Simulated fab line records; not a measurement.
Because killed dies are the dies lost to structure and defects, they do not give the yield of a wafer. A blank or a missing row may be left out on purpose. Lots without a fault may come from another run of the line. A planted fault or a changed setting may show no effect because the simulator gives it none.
fab line records + flow sky130 + part 2 of 2: steps 27 to 37 of 37
[record]
- lots = 5
- wafers = 15
- lastDay = 50
route steps=708 shown FIELD_ISO@9 NWELL@32 DNWELL@35 PWDE@45
lots that met no fault: taken from a fault-free run of the same line
startH: start of the lot's first displayed wafer, in hours after the record's first day + waitH: hours elapsed since this lot's preceding step + " as in the row above + L1.1+2: a single row standing in for several wafers + - either no value or no given start + * or withheld: withheld + < > ~ a bound
route shown NAME@n: a module of which the file shows steps, and the number in the route of the first + usual: mean/standard deviation taken from wafers without a fault + same: alike in all rows + chamber/n: place in a boat + sites: per-site readings + _std_site: the values' standard deviation + _edge_site: the outer-site mean with the inner-site mean subtracted + radiusMm: for every site, how far away it sits from the centre of the wafer + mask NAME#n: copy n + behind: the tool/chamber that last shaped the wafer + hold: cause of the lot's hold/its duration in hours/its outcome + device: which transistor (n, p or np) failed to switch + end of line: the route-end tests of the same wafers + a step given without rows: its recipe and nothing more + killed: count of dies lost to structure and defects at first sort (not the wafer's yield) + map: per-die view of a wafer (x killed, . not killed, _ where there is no die)
set.NAME: the setting as run; set.NAME@STEP: as run at that earlier step + model.NAME: the simulator's own value behind a step, which no gauge read
certain route steps with their lots: each step a table, each wafer a row
services: when a tool's chamber went out of use (startH, in hours from the record's first day, below 0 if earlier), for how many hours, and the reason
[[steps]]
[step SKY_DNWELL_DEHYDRATE_00]
[recipe]
- tempC = 200
- timeS = 60
[usual]
- exhaustPa = 45.0/0.82
- heaterPowerTotalW = 160.37/0.12
| lot.wafer | tool          | chamber | startH | waitH | exhaustPa | heaterPowerTotalW |
|-----------|---------------|---------|--------|-------|-----------|-------------------|
| L074.1    | lithoTrack-03 | 0       | 59.67  | 6.6   | 46.1      | 160.30            |
| L074.5    | "             | 0       | "      | "     | 44.5      | 160.51            |
| L074.6    | "             | 0       | "      | "     | 44.9      | 160.42            |
| L082.2    | lithoTrack-03 | 0       | 88.39  | 8.2   | 45.1      | 160.42            |
| L082.3    | "             | 0       | "      | "     | 45.1      | 160.34            |
| L082.6    | "             | 0       | "      | "     | 45.7      | 160.30            |
| L090.3    | lithoTrack-01 | 0       | 130.65 | 8.7   | 45.9      | 160.50            |
| L090.4    | "             | 0       | "      | "     | 45.3      | 160.30            |
| L090.6    | "             | 0       | "      | "     | 46.3      | 160.22            |
| L092.1    | lithoTrack-04 | 0       | 140.48 | 8.9   | 45.5      | 160.34            |
| L092.4    | "             | 0       | "      | "     | 45.5      | 160.27            |
| L092.6    | "             | 0       | "      | "     | 45.5      | 160.16            |
| L094.1    | lithoTrack-01 | 0       | 149.95 | 9.3   | 44.6      | 160.28            |
| L094.3    | "             | 0       | "      | "     | 44.6      | 160.47            |
| L094.5    | "             | 0       | "      | "     | 45.4      | 160.57            |
[step SKY_DNWELL_HMDS_01]
[recipe]
- primeTimeS = 60
- primeTempC = 120
[usual]
- exhaustPa = 44.9/0.9
| lot.wafer | tool          | chamber | startH | waitH | exhaustPa |
|-----------|---------------|---------|--------|-------|-----------|
| L074.1    | lithoTrack-03 | 0       | 59.82  | 0.1   | 46.1      |
| L074.5    | "             | 0       | "      | "     | 45.1      |
| L074.6    | "             | 0       | "      | "     | 45.1      |
| L082.2    | lithoTrack-03 | 0       | 88.54  | 0.1   | 45.1      |
| L082.3    | "             | 0       | "      | "     | 45.3      |
| L082.6    | "             | 0       | "      | "     | 44.1      |
| L090.3    | lithoTrack-01 | 0       | 130.80 | 0.1   | 44.9      |
| L090.4    | "             | 0       | "      | "     | 44.3      |
| L090.6    | "             | 0       | "      | "     | 44.2      |
| L092.1    | lithoTrack-04 | 0       | 140.63 | 0.1   | 45.4      |
| L092.4    | "             | 0       | "      | "     | 45.4      |
| L092.6    | "             | 0       | "      | "     | 45.2      |
| L094.1    | lithoTrack-01 | 0       | 150.10 | 0.1   | 44.2      |
| L094.3    | "             | 0       | "      | "     | 45.7      |
| L094.5    | "             | 0       | "      | "     | 45.4      |
[step SKY_DNWELL_COAT_02]
[recipe]
- spinRpm = 2000
- resistThkNm = 3000
[usual]
- exhaustPa = 45.3/1
| lot.wafer | tool          | chamber | startH | waitH | exhaustPa |
|-----------|---------------|---------|--------|-------|-----------|
| L074.1    | lithoTrack-03 | 0       | 59.97  | 0.1   | 46.6      |
| L074.5    | "             | 0       | "      | "     | 45.5      |
| L074.6    | "             | 0       | "      | "     | 45.9      |
| L082.2    | lithoTrack-03 | 0       | 88.69  | 0.1   | 43.7      |
| L082.3    | "             | 0       | "      | "     | 44.5      |
| L082.6    | "             | 0       | "      | "     | 44.6      |
| L090.3    | lithoTrack-01 | 0       | 130.95 | 0.1   | 45.7      |
| L090.4    | "             | 0       | "      | "     | 45.0      |
| L090.6    | "             | 0       | "      | "     | 44.5      |
| L092.1    | lithoTrack-04 | 0       | 140.78 | 0.1   | 45.2      |
| L092.4    | "             | 0       | "      | "     | 45.0      |
| L092.6    | "             | 0       | "      | "     | 45.2      |
| L094.1    | lithoTrack-01 | 0       | 150.25 | 0.1   | 44.5      |
| L094.3    | "             | 0       | "      | "     | 44.7      |
| L094.5    | "             | 0       | "      | "     | 44.9      |
[step SKY_DNWELL_SOFTBAKE_03]
[recipe]
- tempC = 110
- timeS = withheld
[usual]
- exhaustPa = 45.1/0.81
- heaterPowerTotalW = 65.34/0.13
| lot.wafer | tool          | chamber | startH | waitH | exhaustPa | heaterPowerTotalW |
|-----------|---------------|---------|--------|-------|-----------|-------------------|
| L074.1    | lithoTrack-03 | 0       | 60.12  | 0.1   | 46.5      | 65.27             |
| L074.5    | "             | 0       | "      | "     | 45.0      | 65.09             |
| L074.6    | "             | 0       | "      | "     | 44.8      | 65.24             |
| L082.2    | lithoTrack-03 | 0       | 88.85  | 0.1   | 44.4      | 65.48             |
| L082.3    | "             | 0       | "      | "     | 43.9      | 65.33             |
| L082.6    | "             | 0       | "      | "     | 45.3      | 65.49             |
| L090.3    | lithoTrack-01 | 0       | 131.11 | 0.1   | 44.7      | 65.50             |
| L090.4    | "             | 0       | "      | "     | 44.4      | 65.40             |
| L090.6    | "             | 0       | "      | "     | 44.0      | 65.32             |
| L092.1    | lithoTrack-04 | 0       | 140.93 | 0.1   | 44.6      | 65.41             |
| L092.4    | "             | 0       | "      | "     | 46.0      | 65.44             |
| L092.6    | "             | 0       | "      | "     | 44.9      | 65.11             |
| L094.1    | lithoTrack-01 | 0       | 150.40 | 0.1   | 45.3      | 65.54             |
| L094.3    | "             | 0       | "      | "     | 46.3      | 65.36             |
| L094.5    | "             | 0       | "      | "     | 45.2      | 65.45             |
[step SKY_DNWELL_EXPOSE_04]
[recipe]
- maskId = DNM
- na = 0.57
- targetCdNm = 3000
- doseMj = 222
| lot.wafer  | tool            | chamber | startH | waitH | mask  |
|------------|-----------------|---------|--------|-------|-------|
| L074.1+5+6 | ilineStepper-01 | 0       | -      | -     | DNM#0 |
| L082.2+3+6 | ilineStepper-01 | 0       | -      | -     | DNM#0 |
| L090.3+4+6 | ilineStepper-02 | 0       | -      | -     | DNM#0 |
| L092.1+4+6 | ilineStepper-02 | 0       | -      | -     | DNM#0 |
| L094.1+3+5 | ilineStepper-01 | 0       | -      | -     | DNM#0 |
[step SKY_DNWELL_PEB_05]
[recipe]
- tempC = 115
- timeS = withheld
[usual]
- exhaustPa = 45.0/0.94
- heaterPowerTotalW = 69.33/0.13
| lot.wafer | tool          | chamber | startH | waitH | exhaustPa | heaterPowerTotalW |
|-----------|---------------|---------|--------|-------|-----------|-------------------|
| L074.1    | lithoTrack-04 | 0       | -      | -     | 44.8      | 69.35             |
| L074.5    | "             | 0       | "      | "     | 44.6      | 69.47             |
| L074.6    | "             | 0       | "      | "     | 45.1      | 69.33             |
| L082.2    | lithoTrack-03 | 0       | -      | -     | 42.8      | 69.16             |
| L082.3    | "             | 0       | "      | "     | 43.6      | 69.41             |
| L082.6    | "             | 0       | "      | "     | 44.1      | 69.18             |
| L090.3    | lithoTrack-04 | 0       | -      | -     | 44.9      | 69.17             |
| L090.4    | "             | 0       | "      | "     | 45.3      | 69.11             |
| L090.6    | "             | 0       | "      | "     | 44.2      | 69.14             |
| L092.1    | lithoTrack-03 | 0       | -      | -     | 44.7      | 69.56             |
| L092.4    | "             | 0       | "      | "     | 44.7      | 69.48             |
| L092.6    | "             | 0       | "      | "     | 45.8      | 69.36             |
| L094.1    | lithoTrack-01 | 0       | -      | -     | 45.7      | 69.36             |
| L094.3    | "             | 0       | "      | "     | 45.3      | 69.20             |
| L094.5    | "             | 0       | "      | "     | 45.0      | 69.51             |
[step SKY_DNWELL_DEVELOP_06]
[recipe]
- wallAngleDeg = 90
- developer = TMAH
- developTimeS = 60
- devTempC = 23
[usual]
- exhaustPa = 44.9/0.84
| lot.wafer | tool          | chamber | startH | waitH | exhaustPa |
|-----------|---------------|---------|--------|-------|-----------|
| L074.1    | lithoTrack-04 | 0       | -      | -     | 46.4      |
| L074.5    | "             | 0       | "      | "     | 45.4      |
| L074.6    | "             | 0       | "      | "     | 44.2      |
| L082.2    | lithoTrack-03 | 0       | -      | -     | 45.2      |
| L082.3    | "             | 0       | "      | "     | 45.5      |
| L082.6    | "             | 0       | "      | "     | 45.8      |
| L090.3    | lithoTrack-04 | 0       | -      | -     | 44.0      |
| L090.4    | "             | 0       | "      | "     | 44.2      |
| L090.6    | "             | 0       | "      | "     | 44.4      |
| L092.1    | lithoTrack-03 | 0       | -      | -     | 46.2      |
| L092.4    | "             | 0       | "      | "     | 45.2      |
| L092.6    | "             | 0       | "      | "     | 45.0      |
| L094.1    | lithoTrack-01 | 0       | -      | -     | 43.5      |
| L094.3    | "             | 0       | "      | "     | 44.0      |
| L094.5    | "             | 0       | "      | "     | 44.2      |
[step SKY_DNWELL_IMPLANT_07]
[recipe]
- species = P
- energyKev = withheld
- doseCm2 = withheld
- tiltDeg = withheld
[same]
- implantIonAmu = *
| lot.wafer  | tool         | chamber | startH | waitH |
|------------|--------------|---------|--------|-------|
| L074.1+5+6 | implanter-03 | 0       | 68.13  | -     |
| L082.2+3+6 | implanter-02 | 0       | 98.09  | -     |
| L090.3+4+6 | implanter-02 | 0       | 140.53 | -     |
| L092.1+4+6 | implanter-03 | 0       | 151.07 | -     |
| L094.1+3+5 | implanter-03 | 0       | 160.40 | -     |
[step SKY_DNWELL_STRIP_08]
[recipe]
- chemistry = O2/N2
- powerW = 1400
- pressureMtorr = 1500
- platenTempC = withheld
- o2FlowSccm = 3000
- n2FlowSccm = 300
- overashFraction = 0.5
[usual]
- drypumpMotorCurrentA = 5.8/0.51
- oesProductAu = 0.722/0.0043
- stripTimeToEndpointS = 36.97/0.11
| lot.wafer | tool           | chamber | startH | waitH | drypumpMotorCurrentA | oesProductAu | rfHoursCounterH | stripTimeToEndpointS |
|-----------|----------------|---------|--------|-------|----------------------|--------------|-----------------|----------------------|
| L074.1    | plasmaAsher-02 | 1       | 68.28  | 0.1   | 5.6                  | 0.710        | 38              | 36.96                |
| L074.5    | "              | 1       | "      | "     | 5.6                  | 0.726        | -               | 37.00                |
| L074.6    | "              | 0       | "      | "     | 4.9                  | 0.728        | -               | 36.98                |
| L082.2    | plasmaAsher-04 | 1       | 98.22  | 0.1   | 6.1                  | 0.727        | 41              | 36.97                |
| L082.3    | "              | 1       | "      | "     | 6.1                  | 0.719        | -               | 36.95                |
| L082.6    | "              | 1       | "      | "     | 6.1                  | 0.725        | -               | 36.88                |
| L090.3    | plasmaAsher-04 | 1       | 140.66 | 0.1   | 6.1                  | 0.728        | -               | 37.09                |
| L090.4    | "              | 0       | "      | "     | 5.8                  | 0.716        | -               | 37.21                |
| L090.6    | "              | 1       | "      | "     | 6.1                  | 0.728        | -               | 37.18                |
| L092.1    | plasmaAsher-01 | 1       | 151.22 | 0.1   | 5.5                  | 0.722        | 3               | 36.76                |
| L092.4    | "              | 1       | "      | "     | 5.4                  | 0.728        | -               | 36.84                |
| L092.6    | "              | 1       | "      | "     | 5.5                  | 0.723        | -               | 36.81                |
| L094.1    | plasmaAsher-01 | 1       | 160.55 | 0.1   | 5.5                  | 0.728        | 4               | 36.90                |
| L094.3    | "              | 0       | "      | "     | 6.6                  | 0.726        | -               | 36.89                |
| L094.5    | "              | 1       | "      | "     | 5.5                  | 0.720        | -               | 36.97                |
[step SKY_DNWELL_TW_MEAS_09]
[usual]
- DNWELL_TW = 1119/9.4
| lot.wafer | tool         | chamber | startH | waitH | DNWELL_TW |
|-----------|--------------|---------|--------|-------|-----------|
| L074.1    | filmMetro-01 | -       | 68.38  | 0.1   | 1138      |
| L074.5    | "            | -       | "      | "     | 1138      |
| L074.6    | "            | -       | "      | "     | 1135      |
| L082.2    | filmMetro-01 | -       | 98.35  | 0.1   | 1126      |
| L082.3    | "            | -       | "      | "     | 1132      |
| L082.6    | "            | -       | "      | "     | 1127      |
| L090.3    | filmMetro-01 | -       | 140.75 | 0.1   | 1132      |
| L090.4    | "            | -       | "      | "     | 1127      |
| L090.6    | "            | -       | "      | "     | 1127      |
| L092.1    | filmMetro-01 | -       | 151.32 | 0.1   | 1129      |
| L092.4    | "            | -       | "      | "     | 1133      |
| L092.6    | "            | -       | "      | "     | 1132      |
| L094.1    | filmMetro-04 | -       | 160.65 | 0.1   | 1107      |
| L094.3    | "            | -       | "      | "     | 1105      |
| L094.5    | "            | -       | "      | "     | 1104      |
[step SKY_PWDE_DEHYDRATE_00]
[recipe]
- tempC = 200
- timeS = 60
[usual]
- exhaustPa = 45.1/0.84
- heaterPowerTotalW = 160.37/0.12
| lot.wafer | tool          | chamber | startH | waitH | exhaustPa | heaterPowerTotalW |
|-----------|---------------|---------|--------|-------|-----------|-------------------|
| L074.1    | lithoTrack-02 | 0       | 75.07  | 6.7   | 44.5      | 160.27            |
| L074.5    | "             | 0       | "      | "     | 44.0      | 160.30            |
| L074.6    | "             | 0       | "      | "     | 45.5      | 160.40            |
| L082.2    | lithoTrack-03 | 0       | 106.19 | 7.8   | 46.7      | 160.43            |
| L082.3    | "             | 0       | "      | "     | 46.8      | 160.46            |
| L082.6    | "             | 0       | "      | "     | 45.8      | 160.35            |
| L090.3    | lithoTrack-03 | 0       | 150.12 | 9.4   | 44.1      | 160.33            |
| L090.4    | "             | 0       | "      | "     | 44.5      | 160.42            |
| L090.6    | "             | 0       | "      | "     | 45.3      | 160.54            |
| L092.1    | lithoTrack-03 | 0       | 160.52 | 9.2   | 44.8      | 160.39            |
| L092.4    | "             | 0       | "      | "     | 45.1      | 160.60            |
| L092.6    | "             | 0       | "      | "     | 45.0      | 160.40            |
| L094.1    | lithoTrack-02 | 0       | 169.97 | 9.3   | 45.0      | 160.35            |
| L094.3    | "             | 0       | "      | "     | 45.1      | 160.28            |
| L094.5    | "             | 0       | "      | "     | 44.0      | 160.19            |
[[services]]
| tool           | chamber | startH | hours | kind   |
|----------------|---------|--------|-------|--------|
| rieSi-01       | -       | 13.80  | 2.8   | pm     |
| wetBench-03    | -       | 13.88  | 1.9   | pm     |
| rieDiel-01     | 0       | 18.25  | 10.6  | repair |
| furnace-01     | -       | 19.41  | 3.0   | pm     |
| krfScanner-02  | -       | 30.69  | 4.4   | pm     |
| cmp-02         | -       | 34.66  | 1.0   | repair |
| cmp-02         | -       | 37.40  | 2.5   | repair |
| krfScanner-02  | -       | 39.17  | 10.5  | repair |
| krfScanner-02  | -       | 40.68  | 0.7   | repair |
| cmp-02         | -       | 45.02  | 3.9   | pm     |
| cmp-02         | -       | 51.10  | 0.5   | repair |
| rieDiel-01     | 3       | 53.16  | 8.4   | repair |
| cmp-02         | -       | 53.30  | 2.6   | repair |
| krfScanner-02  | -       | 53.40  | 1.1   | repair |
| cmp-02         | -       | 64.00  | 4.0   | pm     |
| plasmaAsher-02 | -       | 80.18  | 3.2   | repair |
| krfScanner-02  | -       | 85.12  | 0.8   | pm     |
| krfScanner-02  | -       | 90.79  | 1.3   | pm     |
| furnace-02     | -       | 98.72  | 3.5   | pm     |
| furnace-02     | -       | 102.23 | 3.8   | pm     |
| krfScanner-02  | -       | 119.20 | 0.8   | pm     |
| krfScanner-02  | -       | 135.55 | 1.0   | pm     |
| furnace-02     | -       | 148.81 | 8.3   | repair |
| krfScanner-02  | -       | 157.53 | 0.2   | repair |
